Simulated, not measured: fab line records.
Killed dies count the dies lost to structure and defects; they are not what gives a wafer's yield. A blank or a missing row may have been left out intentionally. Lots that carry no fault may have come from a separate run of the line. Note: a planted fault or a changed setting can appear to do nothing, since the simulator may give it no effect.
8D (eight disciplines) problem report, filled in by code | flow gf180mcu | the parts of the form that need people (team, actions taken, sign-off) are left out

== 1. WHAT IS WRONG ==
At GF_M3_METAL_ETCH_16, rf-fwd-power-W averages 926.8 W over 3 wafers from 2 lots, while fault-free wafers read 796.5 W, standard deviation 2.6. Relative to the usual mean, that is a shift of +50 standard deviations.
The step: etches the open film in Cl2/BCl3, stops on SiO2, target depth 627.5 nm, time 104.6 s.
First seen on wafer L279.1, day 26 12:28, on rie-metal-02. The record holds 33 wafers of 11 lots with a number at this step. Rule for "out", or "out of limits": more than 4 standard deviations from the usual mean. All remaining wafers that have a number are taken as sound.

== 2. WHAT IT IS; WHAT IT IS NOT ==
question                    | is                     | is not
which readings at this step | rf-fwd-power-W         | chamber-pressure-mTorr, drypump-motor-current-A, oes-product-au, throttle-valve-pct
which lots                  | L279, L280             | L264, L268, L269, L271, L273, L274, L276, L277, L278
which wafers of those lots  | L279.1, L279.3, L280.1 | L279.4, L280.3, L280.6
read on which tools         | rie-metal-02           | rie-metal-01, rie-metal-04
when                        | from day 26 12:28      | up to then (28 sound wafers); but 2 sound wafers of L280 came after

== 3. THE SUSPECTS, EACH WITH WHAT RULES IT OUT ==
Counting: a tool at a process step up to the reading stays a suspect if it ran every lot that is out. Sound lots after the first of them don't rule it out here, since some wafers of a struck lot are sound.
- rie-metal-02 at GF_M3_METAL_ETCH_16 (etches the open film in Cl2/BCl3, stops on SiO2, target depth 627.5 nm, time 104.6 s): kept. Every lot that is out went through it, the first being L279 (day 26 12:28); the last sound lot it ran before that was L277 (day 25 21:49). On those wafers its own readings are out: rf-fwd-power-W.
- Within rie-metal-02 at GF_M3_METAL_ETCH_16, the wafers that are out were processed in chamber 1 and their sound lot-mates in chamber 0.
After counting, what remains is rie-metal-02 at GF_M3_METAL_ETCH_16.

== 4. THE CAUSE (what the simulator had put in) ==
rie-metal-02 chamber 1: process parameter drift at GF_M3_METAL_ETCH_16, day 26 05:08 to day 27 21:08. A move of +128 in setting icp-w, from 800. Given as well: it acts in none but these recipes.
Only this tool survived the counting.

== 5. SEQUENCE OF EFFECTS, ordered by route ==
Each row: a reading where the mean over the struck wafers with a number is more than 3 standard deviations away from the usual. Scope: only readings with a usual standard deviation given in the record; hours: median across lots of the time from each lot's start at the first step in this table that gives one to its start at this step; sigmas: change in usual standard deviations.
hours | step                | reading                  | usual   | on struck wafers | change | sigmas
0     | GF_M3_METAL_ETCH_16 | rf-fwd-power-W           | 796.5 W | 926.8            | +130.3 | +50
0     | GF_M3_STRIP_17      | strip-time-to-endpoint-s | 7.86 s  | 7.47             | -0.39  | -6.8
Here are the process steps it includes:
- GF_M3_METAL_ETCH_16: etches the open film in Cl2/BCl3, stops on SiO2, target depth 627.5 nm, time 104.6 s.
- GF_M3_STRIP_17: strips in O2/N2.
At these later measuring or inspecting steps, every struck wafer for which the step has a row has a number for every such reading, and none has moved that far: GF_V3_CD_MEAS_14.

== 6. WHAT WOULD HAVE CAUGHT IT SOONER ==
7 hours passed between the start of the fault at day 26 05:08 and the first reading out of limits in this record, taken at day 26 12:28.
